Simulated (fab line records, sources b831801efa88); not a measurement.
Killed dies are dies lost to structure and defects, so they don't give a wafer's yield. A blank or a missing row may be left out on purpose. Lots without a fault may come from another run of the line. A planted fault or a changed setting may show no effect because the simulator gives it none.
Which tool did it? | flow sky130 | 12 lots, 36 wafers sampled, at 3 steps of a route of 708

WHAT THE GAUGES READ, wafer by wafer
SKY_VT_ADJUST_LVTN_TW_MEAS_10. Usual: VT_ADJUST_LVTN_TW 238.7, standard deviation 1.4.
lot  | measured     | on            | VT_ADJUST_LVTN_TW | flag
L885 | day 7 03:58  | film_metro-02 | 239.4 238.0 239.4 |
L887 | day 7 14:05  | film_metro-04 | 239.0 237.7 238.5 |
L891 | day 8 14:10  | film_metro-03 | 240.7 241.7 240.8 |
L895 | day 9 23:57  | film_metro-03 | 240.0 240.4 239.2 |
L898 | day 10 15:28 | film_metro-03 | 239.7 239.6 238.3 |
L899 | day 10 23:07 | film_metro-03 | 240.4 241.1 239.4 |
L901 | day 11 05:58 | film_metro-02 | 238.7 238.4 238.9 |
L904 | day 11 23:49 | film_metro-03 | 272.9 272.4 273.0 | OFF
L905 | day 12 08:16 | film_metro-02 | 238.4 238.8 240.1 |
L906 | day 12 15:11 | film_metro-03 | 275.9 276.0 275.5 | OFF
L907 | day 12 23:46 | film_metro-04 | 236.8 237.3 236.4 |
L908 | day 13 08:22 | film_metro-04 | 238.5 238.6 239.6 |

SKY_LDD_LDN_TW_MEAS_13. Usual: LDD_LDN_TW 1470, standard deviation 11.
lot  | measured     | on            | LDD_LDN_TW     | flag
L885 | day 24 10:37 | film_metro-02 | 1465 1459 1467 |
L887 | day 24 08:53 | film_metro-02 | 1464 1456 1466 |
L891 | day 25 07:25 | film_metro-02 | 1453 1451 1456 |
L895 | day 27 13:52 | film_metro-03 | 1479 1466 1469 |
L898 | day 27 19:22 | film_metro-01 | 1474 1481 1478 |
L899 | day 28 13:19 | film_metro-01 | 1488 1486 1485 |
L901 | day 28 11:40 | film_metro-03 | 1489 1486 1484 |
L904 | day 29 04:43 | film_metro-02 | 1468 1466 1467 |
L905 | day 30 09:12 | film_metro-03 | 1483 1474 1487 |
L906 | day 30 09:11 | film_metro-02 | 1474 1469 1464 |
L907 | day 30 10:44 | film_metro-02 | 1464 1455 1458 |
L908 | day 30 17:52 | film_metro-02 | 1458 1463 1470 |

WHICH TOOL RAN EACH LOT (tool, then ch and the chambers of the sampled wafers, then the start)
lot  | SKY_VT_ADJUST_LVTN_IMPLANT_08
L885 | implanter-02 ch 0, day 7 03:43
L887 | implanter-04 ch 0, day 7 13:50
L891 | implanter-04 ch 0, day 8 13:55
L895 | implanter-01 ch 0, day 9 23:42
L898 | implanter-01 ch 0, day 10 15:15
L899 | implanter-02 ch 0, day 10 22:52
L901 | implanter-04 ch 0, day 11 05:43
L904 | implanter-02 ch 0, day 11 23:34
L905 | implanter-01 ch 0, day 12 08:01
L906 | implanter-02 ch 0, day 12 14:58
L907 | implanter-04 ch 0, day 12 23:33
L908 | implanter-04 ch 0, day 13 08:08
- SKY_VT_ADJUST_LVTN_IMPLANT_08

WHAT THE TOOLS THEMSELVES READ (means of the sampled wafers that have a number; where no wafer has one, the mark that the record gives instead)
SKY_VT_ADJUST_LVTN_IMPLANT_08. Usual: dose_ions_cm2 1.57e+12, standard deviation 1.6e+09; faraday_current_uA 8.86, standard deviation 0.18.
lot  | tool         | dose_ions_cm2 | faraday_current_uA | flag
L885 | implanter-02 | 1.57e+12      | 8.91               |
L887 | implanter-04 | 1.57e+12      | 8.88               |
L891 | implanter-04 | 1.57e+12      | 8.78               |
L895 | implanter-01 | 1.57e+12      | 8.69               |
L898 | implanter-01 | 1.57e+12      | 8.77               |
L899 | implanter-02 | 1.57e+12      | 8.91               |
L901 | implanter-04 | 1.57e+12      | 8.92               |
L904 | implanter-02 | 2.50e+12      | 13.73              | OFF
L905 | implanter-01 | 1.57e+12      | 8.83               |
L906 | implanter-02 | 2.50e+12      | 14.37              | OFF
L907 | implanter-04 | 1.57e+12      | 8.97               |
L908 | implanter-04 | 1.57e+12      | 8.81               |

THE ANSWER, worked out from the rows above alone
Rule: a lot is off if the mean of its wafers that have a number lies more than 3 standard deviations from the usual mean. A lot without any number at a reading at which 4 lots or more have one is off too. The other lots that the step has rows for count as sound. The gauges are gone through in route order, then the tools' own readings, and for those a lot's mean is taken as printed above. The first step at which some lot is off is used, and at that step the reading that is off furthest; a lot without a number counts as furthest.
Off: L904, L906, at SKY_VT_ADJUST_LVTN_TW_MEAS_10 (VT_ADJUST_LVTN_TW).
A tool fits if, at a process step before that reading, it ran every lot that is off, and no sound lot after the first of them. The gauges at SKY_VT_ADJUST_LVTN_TW_MEAS_10 aren't tried: what is off there is off at SKY_VT_ADJUST_LVTN_IMPLANT_08 too, on other tools, and a gauge's error can't cause that. One fits: implanter-02 at SKY_VT_ADJUST_LVTN_IMPLANT_08. Its last sound lot is L899 (day 10 22:52), its first lot that is off L904 (day 11 23:34): a fault that began between those two fits.
The tool's own readings at SKY_VT_ADJUST_LVTN_IMPLANT_08 bear it out: on the lots that are off they differ by more than 5 times the standard deviation of the sound lots' means. dose_ions_cm2 reads 2.50e+12 there against 1.57e+12 on the sound lots; faraday_current_uA reads 14.05 there against 8.85 on the sound lots.

WHAT THE SIMULATOR HAD PUT IN
Process parameter drift: implanter-02, from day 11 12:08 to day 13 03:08, at SKY_VT_ADJUST_LVTN_IMPLANT_08. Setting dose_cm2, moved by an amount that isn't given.
Lots struck among those shown: L904, L906. The rule above found the same.
